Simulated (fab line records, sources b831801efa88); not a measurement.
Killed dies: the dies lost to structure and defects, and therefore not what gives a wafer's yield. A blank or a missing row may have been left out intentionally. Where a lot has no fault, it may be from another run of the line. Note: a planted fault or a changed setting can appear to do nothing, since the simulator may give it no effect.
fab line records | flow gf180mcu
record lots=14 | wafers=42 | lastDay=34
route steps=602 shown M2@363 V2@394 M3@409
lots that met no fault: from a run of the same line without faults
startH: the number of hours between the record's first day and the start of the first shown wafer of the lot | waitH: time in hours since the lot's previous step | " the same as in the row above | L1.1+2: a row that stands for several wafers | - no value, or no start given | * or withheld: withheld | < > ~ a bound
route shown NAME@n: NAME is a module with steps in the file, n the number in the route of the first one | usual: average and standard deviation across the fault-free wafers | same: alike in all rows | chamber/n: place in a boat | sites: readings site by site | _std_site: how widely they spread, as a standard deviation | _edge_site: the outer-site mean with the inner-site mean subtracted | radiusMm: for every site, how far away it sits from the centre of the wafer | mask NAME#n: copy n | behind: the tool/chamber that last shaped the wafer | hold: reason for holding the lot/hours on hold/outcome of the hold | device: the n, p or np transistor that did not switch | end of line: the route-end tests of the same wafers | where a step has no rows: the recipe by itself | killed: not the wafer's yield, but the dies lost to structure and defects at the first sort | map: shows each die of a wafer: x if killed, . if not, _ if none is there
set.NAME: the setting as run; set.NAME@STEP: as run at that earlier step | model.NAME: the simulator's own value behind a step, which no gauge read
a sample of lots followed through the steps of the route, with each step as a table and each wafer as a row
services: from which hour (startH, from the record's first day; less than 0 if before it) a tool's chamber was out of use, for how many hours, and why
## steps
# step GF_M2_SPUTTER_01
# recipe material=TiN | targetThkNm=30 | powerW=6500 | timeS=25 | chamberPressurePa=0.4
# usual throttleValvePct=29.9/1.1
lot.wafer | tool          | chamber | startH | waitH | throttleValvePct
L280.1    | pvdSputter-03 | -       | 421.19 | 0.1   | 31.9
L280.3    | "             | -       | "      | "     | 28.5
L280.5    | "             | -       | "      | "     | 31.5
L283.2    | pvdSputter-04 | -       | 449.78 | 0.1   | 29.9
L283.5    | "             | -       | "      | "     | 29.8
L283.6    | "             | -       | "      | "     | 28.6
L284.1    | pvdSputter-04 | -       | 460.24 | 0.1   | 30.6
L284.4    | "             | -       | "      | "     | 29.7
L284.6    | "             | -       | "      | "     | 30.6
L285.2    | pvdSputter-03 | -       | 466.72 | 0.1   | 30.1
L285.5    | "             | -       | "      | "     | 31.1
L285.6    | "             | -       | "      | "     | 30.0
L287.1    | pvdSputter-03 | -       | 486.96 | 0.1   | 31.6
L287.3    | "             | -       | "      | "     | 28.1
L287.4    | "             | -       | "      | "     | 30.0
L288.4    | pvdSputter-01 | -       | 500.51 | 0.1   | 27.8
L288.5    | "             | -       | "      | "     | 30.6
L288.6    | "             | -       | "      | "     | 27.9
L289.1    | pvdSputter-03 | -       | 505.45 | 0.1   | 30.7
L289.4    | "             | -       | "      | "     | 31.6
L289.5    | "             | -       | "      | "     | 30.3
L290.1    | pvdSputter-01 | -       | 517.51 | 0.1   | 27.9
L290.2    | "             | -       | "      | "     | 30.4
L290.5    | "             | -       | "      | "     | 27.9
L294.1    | pvdSputter-03 | -       | 543.25 | 0.1   | 31.9
L294.3    | "             | -       | "      | "     | 30.1
L294.4    | "             | -       | "      | "     | 31.6
L295.4    | pvdSputter-01 | -       | 550.32 | 0.1   | 28.0
L295.5    | "             | -       | "      | "     | 30.8
L295.6    | "             | -       | "      | "     | 29.7
L296.1    | pvdSputter-04 | -       | 565.21 | 0.1   | 28.9
L296.3    | "             | -       | "      | "     | 29.4
L296.5    | "             | -       | "      | "     | 30.1
L297.2    | pvdSputter-03 | -       | 567.81 | 0.1   | 31.5
L297.3    | "             | -       | "      | "     | 30.3
L297.5    | "             | -       | "      | "     | 30.5
L301.2    | pvdSputter-03 | -       | 594.33 | 0.1   | 31.8
L301.3    | "             | -       | "      | "     | 27.9
L301.6    | "             | -       | "      | "     | 28.4
L302.1    | pvdSputter-04 | -       | 608.99 | 0.1   | 28.6
L302.2    | "             | -       | "      | "     | 29.6
L302.3    | "             | -       | "      | "     | 30.2
# step GF_M2_METAL_ETCH_16
# recipe chemistry=Cl2/BCl3 | maskMaterial=KrF | targetDepthNm=750.8 | stopOn=SiO2 | pressureMtorr=8 | icpW=800 | biasW=140 | Cl2_flow_sccm=80 | bcl3FlowSccm=40 | timeS=125.1
# usual drypumpMotorCurrentA=5.9/0.37 | oesProductAu=0.991/0.0056 | throttleValvePct=28.229/0.011
lot.wafer | tool        | chamber | startH | waitH | drypumpMotorCurrentA | oesProductAu | rfHoursCounterH | throttleValvePct
L280.1    | rieMetal-03 | 1       | 445.81 | 0.0   | 6.1                  | 0.986        | 1               | 28.213
L280.3    | "           | 1       | "      | "     | 6.1                  | 0.980        | -               | 28.232
L280.5    | "           | 1       | "      | "     | 6.2                  | 0.983        | -               | 28.246
L283.2    | rieMetal-01 | 0       | 474.79 | 0.1   | 5.3                  | 0.976        | -               | 28.241
L283.5    | "           | 0       | "      | "     | 5.3                  | 0.990        | -               | 28.244
L283.6    | "           | 0       | "      | "     | 5.3                  | 0.982        | -               | 28.238
L284.1    | rieMetal-03 | 1       | 484.50 | 0.0   | 6.1                  | 0.994        | 3               | 28.236
L284.4    | "           | 0       | "      | "     | 5.6                  | 0.998        | -               | 28.222
L284.6    | "           | 1       | "      | "     | 6.1                  | 0.985        | -               | 28.231
L285.2    | rieMetal-03 | 1       | 490.79 | 0.0   | 6.2                  | 0.992        | 3               | 28.227
L285.5    | "           | 0       | "      | "     | 5.6                  | 0.998        | -               | 28.208
L285.6    | "           | 1       | "      | "     | 6.1                  | 0.987        | -               | 28.219
L287.1    | rieMetal-02 | 1       | 510.70 | 0.0   | 6.3                  | 0.993        | 11              | 28.234
L287.3    | "           | 0       | "      | "     | 6.1                  | 0.995        | -               | 28.234
L287.4    | "           | 1       | "      | "     | 6.4                  | 0.986        | -               | 28.228
L288.4    | rieMetal-01 | 0       | 524.40 | 0.1   | 5.3                  | 0.996        | -               | 28.223
L288.5    | "           | 0       | "      | "     | 5.3                  | 0.983        | -               | 28.230
L288.6    | "           | 1       | "      | "     | 6.3                  | 0.993        | -               | 28.238
L289.1    | rieMetal-02 | 1       | 528.50 | 0.0   | 6.4                  | 0.995        | 11              | 28.240
L289.4    | "           | 0       | "      | "     | 6.1                  | 0.998        | -               | 28.228
L289.5    | "           | 1       | "      | "     | 6.3                  | 0.985        | -               | 28.249
L290.1    | rieMetal-03 | 0       | 541.36 | 0.0   | 5.5                  | 1.000        | 2               | 28.223
L290.2    | "           | 1       | "      | "     | 6.1                  | 0.990        | 4               | 28.225
L290.5    | "           | 1       | "      | "     | 6.1                  | 0.989        | -               | 28.224
L294.1    | rieMetal-01 | 1       | 565.79 | 0.0   | 6.3                  | 0.991        | 11              | 28.236
L294.3    | "           | 1       | "      | "     | 6.3                  | 0.995        | -               | 28.221
L294.4    | "           | 0       | "      | "     | 5.3                  | 0.990        | -               | 28.230
L295.4    | rieMetal-03 | 1       | 572.77 | 0.1   | 6.2                  | 0.990        | -               | 28.239
L295.5    | "           | 0       | "      | "     | 5.6                  | 0.988        | -               | 28.212
L295.6    | "           | 1       | "      | "     | 6.2                  | 0.991        | -               | 28.203
L296.1    | rieMetal-02 | 1       | 587.55 | 0.0   | 6.3                  | 0.993        | 13              | 28.244
L296.3    | "           | 1       | "      | "     | 6.3                  | 0.979        | -               | 28.239
L296.5    | "           | 0       | "      | "     | 6.1                  | 0.991        | -               | 28.225
L297.2    | rieMetal-01 | 0       | 589.75 | 0.0   | 5.4                  | 0.997        | 14              | 28.235
L297.3    | "           | 1       | "      | "     | 6.3                  | 0.992        | -               | 28.233
L297.5    | "           | 0       | "      | "     | 5.3                  | 0.992        | -               | 28.225
L301.2    | rieMetal-03 | 1       | 615.31 | 0.0   | 6.1                  | 0.979        | 6               | 28.227
L301.3    | "           | 1       | "      | "     | 6.2                  | 0.991        | -               | 28.231
L301.6    | "           | 0       | "      | "     | 5.6                  | 0.989        | -               | 28.229
L302.1    | rieMetal-03 | 0       | 630.46 | 0.0   | 5.6                  | 0.993        | 4               | 28.214
L302.2    | "           | 1       | "      | "     | 6.1                  | 0.983        | 7               | 28.229
L302.3    | "           | 1       | "      | "     | 6.1                  | 0.988        | -               | 28.215
# step GF_V2_PEB_12
# recipe pebTempC=135 | pebTimeS=90 | resist=KrF
# usual chillPlateTempC=22.98/0.12 | exhaustPa=45.2/1 | pebTimeS=90/0
lot.wafer | tool          | chamber | startH | waitH | chillPlateTempC | exhaustPa | pebTimeS
L280.1    | lithoTrack-01 | 0       | 470.89 | -     | 23.02           | 45.2      | 90
L280.3    | "             | 0       | "      | "     | 22.95           | 44.2      | 90
L280.5    | "             | 0       | "      | "     | 23.02           | 46.7      | 90
L283.2    | lithoTrack-03 | 0       | 499.63 | -     | 22.91           | 45.2      | 90
L283.5    | "             | 0       | "      | "     | 22.99           | 46.6      | 90
L283.6    | "             | 0       | "      | "     | 23.08           | 45.8      | 90
L284.1    | lithoTrack-03 | 0       | 509.15 | -     | 22.92           | 46.7      | 90
L284.4    | "             | 0       | "      | "     | 23.01           | 46.8      | 90
L284.6    | "             | 0       | "      | "     | 22.87           | 46.0      | 90
L285.2    | lithoTrack-01 | 0       | 515.27 | -     | 23.09           | 44.8      | 90
L285.5    | "             | 0       | "      | "     | 23.06           | 44.5      | 90
L285.6    | "             | 0       | "      | "     | 23.10           | 44.7      | 90
L287.1    | lithoTrack-02 | 0       | 534.37 | -     | 22.89           | 45.5      | 90
L287.3    | "             | 0       | "      | "     | 22.85           | 44.7      | 90
L287.4    | "             | 0       | "      | "     | 22.84           | 45.8      | 90
L288.4    | lithoTrack-01 | -       | 548.04 | -     | -               | -         | -
L288.5    | "             | -       | "      | "     | -               | -         | -
L288.6    | "             | -       | "      | "     | -               | -         | -
L289.1    | lithoTrack-02 | -       | 551.92 | -     | -               | -         | -
L289.4    | "             | -       | "      | "     | -               | -         | -
L289.5    | "             | -       | "      | "     | -               | -         | -
L290.1    | lithoTrack-01 | 0       | 563.84 | -     | 22.81           | 43.5      | 90
L290.2    | "             | 0       | "      | "     | 23.01           | 44.3      | 90
L290.5    | "             | 0       | "      | "     | 22.85           | 44.1      | 90
L294.1    | lithoTrack-01 | 0       | 588.39 | -     | 22.91           | 45.2      | 90
L294.3    | "             | 0       | "      | "     | 22.95           | 46.4      | 90
L294.4    | "             | 0       | "      | "     | 23.05           | 44.6      | 90
L295.4    | lithoTrack-03 | 0       | 595.70 | -     | 23.12           | 44.8      | 90
L295.5    | "             | 0       | "      | "     | 23.11           | 44.7      | 90
L295.6    | "             | 0       | "      | "     | 23.10           | 45.5      | 90
L296.1    | lithoTrack-01 | 0       | 609.43 | -     | 23.03           | 44.3      | 90
L296.3    | "             | 0       | "      | "     | 22.83           | 44.5      | 90
L296.5    | "             | 0       | "      | "     | 22.97           | 43.4      | 90
L297.2    | lithoTrack-03 | 0       | 612.03 | -     | 22.95           | 44.5      | 90
L297.3    | "             | 0       | "      | "     | 23.08           | 46.4      | 90
L297.5    | "             | 0       | "      | "     | 22.97           | 47.4      | 90
L301.2    | lithoTrack-01 | 0       | 636.87 | -     | 23.14           | 45.2      | 90
L301.3    | "             | 0       | "      | "     | 23.17           | 46.4      | 90
L301.6    | "             | 0       | "      | "     | 23.01           | 44.1      | 90
L302.1    | lithoTrack-01 | 0       | 651.98 | -     | 23.02           | 44.2      | 90
L302.2    | "             | 0       | "      | "     | 22.93           | 43.6      | 90
L302.3    | "             | 0       | "      | "     | 23.22           | 43.0      | 90
# step GF_M3_SPUTTER_00
# recipe material=Ti | targetThkNm=37.5 | arrivingIonEnergyEv=80 | substrateTempC=200 | chamberPressurePa=2 | powerW=4000 | timeS=150
# usual throttleValvePct=29.9/0.98
lot.wafer | tool          | chamber | startH | waitH | throttleValvePct
L280.1    | pvdSputter-04 | -       | 472.75 | 0.2   | 29.7
L280.3    | "             | -       | "      | "     | 28.6
L280.5    | "             | -       | "      | "     | 28.6
L283.2    | pvdSputter-03 | -       | 501.47 | 0.1   | 30.0
L283.5    | "             | -       | "      | "     | 28.0
L283.6    | "             | -       | "      | "     | 31.6
L284.1    | pvdSputter-03 | -       | 511.01 | 0.1   | 28.0
L284.4    | "             | -       | "      | "     | 30.0
L284.6    | "             | -       | "      | "     | 30.2
L285.2    | pvdSputter-02 | -       | 517.10 | 0.2   | 30.9
L285.5    | "             | -       | "      | "     | 29.6
L285.6    | "             | -       | "      | "     | 30.8
L287.1    | pvdSputter-04 | -       | 536.26 | 0.1   | 30.7
L287.3    | "             | -       | "      | "     | 30.0
L287.4    | "             | -       | "      | "     | 28.9
L290.1    | pvdSputter-04 | -       | 565.70 | 0.1   | 28.6
L290.2    | "             | -       | "      | "     | 29.7
L290.5    | "             | -       | "      | "     | 28.6
L294.1    | pvdSputter-02 | -       | 590.25 | 0.2   | 28.9
L294.3    | "             | -       | "      | "     | 29.1
L294.4    | "             | -       | "      | "     | 30.6
L295.4    | pvdSputter-02 | -       | 597.46 | 0.1   | 30.9
L295.5    | "             | -       | "      | "     | 29.7
L295.6    | "             | -       | "      | "     | 30.7
L296.1    | pvdSputter-02 | -       | 611.39 | 0.1   | 29.0
L296.3    | "             | -       | "      | "     | 30.6
L296.5    | "             | -       | "      | "     | 30.7
L297.2    | pvdSputter-04 | -       | 613.86 | 0.1   | 29.6
L297.3    | "             | -       | "      | "     | 28.7
L297.5    | "             | -       | "      | "     | 29.6
L301.2    | pvdSputter-03 | -       | 638.70 | 0.2   | 30.1
L301.3    | "             | -       | "      | "     | 31.4
L301.6    | "             | -       | "      | "     | 30.2
L302.1    | pvdSputter-02 | -       | 654.00 | 0.1   | 29.2
L302.2    | "             | -       | "      | "     | 31.0
L302.3    | "             | -       | "      | "     | 29.0
## services
tool          | chamber | startH | hours | kind
rieMetal-02   | -       | 409.66 | 0.7   | repair
rieMetal-03   | 0       | 442.12 | -     | clean
rieMetal-03   | 0       | 442.12 | 25.1  | scheduledDown
rieMetal-03   | 0       | 442.12 | 25.1  | ventCycle
rieMetal-01   | 1       | 449.31 | 1.5   | repair
pvdSputter-02 | -       | 456.31 | 1.7   | repair
rieMetal-02   | -       | 463.28 | 0.3   | repair
rieMetal-01   | 1       | 464.82 | 22.1  | repair
pvdSputter-04 | -       | 471.29 | 0.5   | repair
pvdSputter-02 | -       | 508.25 | 0.9   | repair
rieMetal-02   | -       | 541.30 | 1.4   | pm
rieMetal-02   | 1       | 550.33 | 2.0   | repair
rieMetal-01   | 1       | 560.37 | 2.2   | repair
pvdSputter-01 | -       | 562.10 | 11.0  | repair
pvdSputter-02 | -       | 574.70 | 1.9   | repair
pvdSputter-01 | -       | 600.53 | 6.9   | repair
rieMetal-02   | 1       | 605.68 | -     | clean
rieMetal-02   | 1       | 605.68 | 14.6  | scheduledDown
rieMetal-02   | 1       | 605.68 | 14.6  | ventCycle
rieMetal-01   | 0       | 638.37 | 1.8   | repair
## key
firstSign step=GF_V2_PEB_12 | reading=toolRecord | direction=missing
effect none on later readings
metAt GF_V2_PEB_12
struckLots L288,L289
laterRowsLeftOut L288.4,L288.5,L288.6,L289.1,L289.4,L289.5
sortLeftOut L288.4,L288.5,L288.6,L289.1,L289.4,L289.5
notActingAt GF_M2_SPUTTER_01,GF_M2_METAL_ETCH_16,GF_M3_SPUTTER_00
onsetBetween 534.37 548.04
earlierFault kind=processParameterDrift | tool=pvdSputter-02 | chamber=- | onsetH=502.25 | steps=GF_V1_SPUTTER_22 | channel=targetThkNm | offset=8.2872 | shape=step | actsIn=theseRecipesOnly | stated=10
fault kind=skippedStepWhole | tool=lithoTrack-01,lithoTrack-02 | chamber=- | onsetH=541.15 | steps=GF_V2_PEB_12 | scope=struckLotsOnly
# sortLeftOut: the simulated sort isn't trusted on such a fault, so these wafers' sort isn't shown, and their yield isn't known
# laterRowsLeftOut: the simulator's readings of these wafers behind a module that went badly wrong aren't trusted and aren't shown, but for the sort
